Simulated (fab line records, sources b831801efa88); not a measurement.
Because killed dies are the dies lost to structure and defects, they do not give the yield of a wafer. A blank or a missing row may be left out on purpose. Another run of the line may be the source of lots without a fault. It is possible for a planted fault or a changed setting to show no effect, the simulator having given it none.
Chamber matching | flow gf180mcu | GF_V3_ETCH_16 on rieDiel-02: 4 sister chambers
The step etches BARC in N2/H2. 8 wafers are shown with their chamber, then 10 later ones without.

== WAFERS WITH THEIR CHAMBER ==
wafer  | chamber | drypumpMotorCurrentA (A) | oesProductAu (a.u.)
L076.2 | 2       | 6.3                      | 0.855
L077.4 | 2       | 6.3                      | 0.862
L083.6 | 0       | 5.3                      | 0.858
L087.1 | 1       | 5.4                      | 0.851
L087.3 | 0       | 5.2                      | 0.862
L087.4 | 3       | 5.0                      | 0.855
L089.2 | 1       | 5.4                      | 0.851
L089.3 | 3       | 5.0                      | 0.860

== WAFERS WITH NO CHAMBER GIVEN ==
wafer  | drypumpMotorCurrentA (A) | oesProductAu (a.u.)
L089.5 | 5.0                      | 0.851
L091.2 | 5.4                      | 0.851
L091.4 | 5.3                      | 0.851
L091.5 | 6.2                      | 0.848
L092.2 | 5.0                      | 0.850
L092.3 | 5.3                      | 0.862
L092.6 | 5.3                      | 0.848
L094.1 | 5.0                      | 0.847
L094.4 | 5.4                      | 0.850
L094.5 | 6.3                      | 0.849

== CHAMBER TAKEN BY EACH ==
wafer  | from the rows above     | in truth
L089.5 | 3                       | 3
L091.2 | 1                       | 1
L091.4 | can't be placed: 1 or 0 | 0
L091.5 | 2                       | 2
L092.2 | 3                       | 3
L092.3 | 0                       | 0
L092.6 | can't be placed: 1 or 0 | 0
L094.1 | 3                       | 3
L094.4 | 1                       | 1
L094.5 | 2                       | 2
8 of 10 placed correctly. From these rows, 2 cannot be placed; in 2 the true chamber is one of the candidates. Number placed wrongly: 0.
How it was worked out, from the rows above alone: a wafer's distance from a chamber is the root of the sum, over the readings, of the square of ((its reading less the chamber's mean) divided by the reading's scatter). If the next closest chamber is less than 2 further off than the closest, the wafer can't be placed; otherwise it belongs to the closest. For every chamber, the mean is computed from those of its wafers that are shown. The scatter: take each reading less its chamber's mean, square it, sum over the shown wafers, divide by the number of wafers less the number of chambers, and take the root.
